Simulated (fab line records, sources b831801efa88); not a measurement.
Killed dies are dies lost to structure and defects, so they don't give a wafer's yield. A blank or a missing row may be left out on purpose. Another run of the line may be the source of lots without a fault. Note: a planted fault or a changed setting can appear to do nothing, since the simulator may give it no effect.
A struck lot beside a sound one :: flow sky130 :: 26 steps out of a route of 708
Sound: these wafers, L439.3, L439.4, L439.5. Wafers struck: L433.1, L433.2, L433.3. Last of all comes the cause.
At each step with rows: each side's tool, then ch and its chambers, then its first start. Under that, the readings that differ: sound wafers :: struck wafers :: difference of the means :: sigmas: that difference in standard deviations of wafers without a fault.
alike: words and numbers the same on both sides, and readings whose means are apart by under 2 such deviations; not compared: readings that were withheld, readings missing a value for some wafer, numbers with overlapping values and no deviation given by the record, and bounds like >300 which may hide the same value.
A row with sigmas, a row that says differs or no value, or rows on one side alone: a step with any of these is where the two part. Numbers that don't overlap but have no deviation are shown without sigmas and don't part them. A reading that every wafer of one side lacks parts them only if that side has two wafers or more.

SKY_VT_ADJUST_NCORE_STRIP_10: strips in O2/N2.
  sound on plasma_asher-04 ch 0,1, day 11 10:13; struck on plasma_asher-03 ch 0,1, day 9 17:33
  alike: chamber_pressure_mTorr, drypump_motor_current_A, oes_product_au, strip_time_to_endpoint_s
  not compared: rf_hours_counter_h
SKY_VT_ADJUST_NCORE_TW_MEAS_11:
  sound on film_metro-03, day 11 10:19; struck on film_metro-03, day 9 17:39
  alike: VT_ADJUST_NCORE_TW
then, 7 steps without rows for these wafers: SKY_VT_ADJUST_HVTR_DEHYDRATE_00 (time 60 s); SKY_VT_ADJUST_HVTR_HMDS_01 (prime time 60 s); SKY_VT_ADJUST_HVTR_COAT_02 (resist thk 1140 nm); SKY_VT_ADJUST_HVTR_SOFTBAKE_03 (time 60 s); SKY_VT_ADJUST_HVTR_EXPOSE_04 (exposes mask HVTRM, target cd 380 nm); SKY_VT_ADJUST_HVTR_PEB_05; SKY_VT_ADJUST_HVTR_DEVELOP_06 (develop time 60 s).
SKY_VT_ADJUST_HVTR_CD_MEAS_07 targets a cd of 380 nm.
  sound on cd_sem-01, day 12 10:28; struck on cd_sem-02, day 10 16:11
  alike: cd_nm
SKY_VT_ADJUST_HVTR_OVL_MEAS_08:
  sound on overlay-01, day 12 10:33; struck on overlay-01, day 10 16:18
  alike: VT_ADJUST_HVTR_OVL
following that, these wafers have no rows for 1 step: SKY_VT_ADJUST_HVTR_IMPLANT_09.
SKY_VT_ADJUST_HVTR_STRIP_10: strips in O2/N2.
  sound on plasma_asher-01 ch 0,1, day 12 10:46; struck on plasma_asher-02 ch 0,1, day 10 16:29
  no value came back on the struck wafers for chamber_pressure_mTorr (mTorr), drypump_motor_current_A (A), oes_product_au (a.u.), strip_time_to_endpoint_s (s); on the sound wafers chamber_pressure_mTorr (mTorr) reads 1499.2 1501.3 1500.2
reading: model.NOVOLAK_of_VT_ADJUST_HVTR_COAT_02.thk_nm (nm)
sound: 0 0 0
struck: 1144 1141 1144
difference: +1143
sigmas: 
  not compared: rf_hours_counter_h
SKY_VT_ADJUST_HVTR_TW_MEAS_11:
  sound on film_metro-02, day 12 10:51; struck on film_metro-04, day 10 16:35
  alike: VT_ADJUST_HVTR_TW
then, 7 steps without rows for these wafers: SKY_VT_ADJUST_PCH_DEHYDRATE_00 (time 60 s); SKY_VT_ADJUST_PCH_HMDS_01 (prime time 60 s); SKY_VT_ADJUST_PCH_COAT_02 (resist thk 3000 nm); SKY_VT_ADJUST_PCH_SOFTBAKE_03; SKY_VT_ADJUST_PCH_EXPOSE_04 (exposes mask NWM, target cd 840 nm); SKY_VT_ADJUST_PCH_PEB_05; SKY_VT_ADJUST_PCH_DEVELOP_06 (develop time 60 s).
SKY_VT_ADJUST_PCH_OVL_MEAS_07:
  sound on overlay-01, day 13 10:25; struck on overlay-02, day 11 14:42
  alike: VT_ADJUST_PCH_OVL
following that, these wafers have no rows for 1 step: SKY_VT_ADJUST_PCH_IMPLANT_08.
SKY_VT_ADJUST_PCH_STRIP_09: strips in O2/N2.
  sound on plasma_asher-04 ch 0,1, day 13 10:37; struck on plasma_asher-03 ch 0,1, day 11 14:53
reading: oes_product_au (a.u.)
sound: 0.723 0.718 0.718
struck: 0.728 0.739 0.729
difference: +0.012
sigmas: +3

reading: strip_time_to_endpoint_s (s)
sound: 36.79 36.91 36.95
struck: 53.98 53.90 53.86
difference: +17.03
sigmas: +99 or more
  alike: chamber_pressure_mTorr, drypump_motor_current_A
  not compared: rf_hours_counter_h
SKY_VT_ADJUST_PCH_TW_MEAS_10:
  sound on film_metro-02, day 13 10:42; struck on film_metro-02, day 11 15:13
reading: VT_ADJUST_PCH_TW
sound: 142.5 142.0 141.6
struck: 30.1 30.1 30.0
difference: -112.0
sigmas: -99 or more
  not compared: hold
SKY_PAD_OPEN_PROBE_99:
  the record holds rows for the sound wafers here (prober-01, day 48 09:14) but none for the struck ones

## WHERE THEY PART
At SKY_VT_ADJUST_HVTR_STRIP_10 first; at SKY_PAD_OPEN_PROBE_99 last (within this record only).

WHY: whatever the simulator had introduced
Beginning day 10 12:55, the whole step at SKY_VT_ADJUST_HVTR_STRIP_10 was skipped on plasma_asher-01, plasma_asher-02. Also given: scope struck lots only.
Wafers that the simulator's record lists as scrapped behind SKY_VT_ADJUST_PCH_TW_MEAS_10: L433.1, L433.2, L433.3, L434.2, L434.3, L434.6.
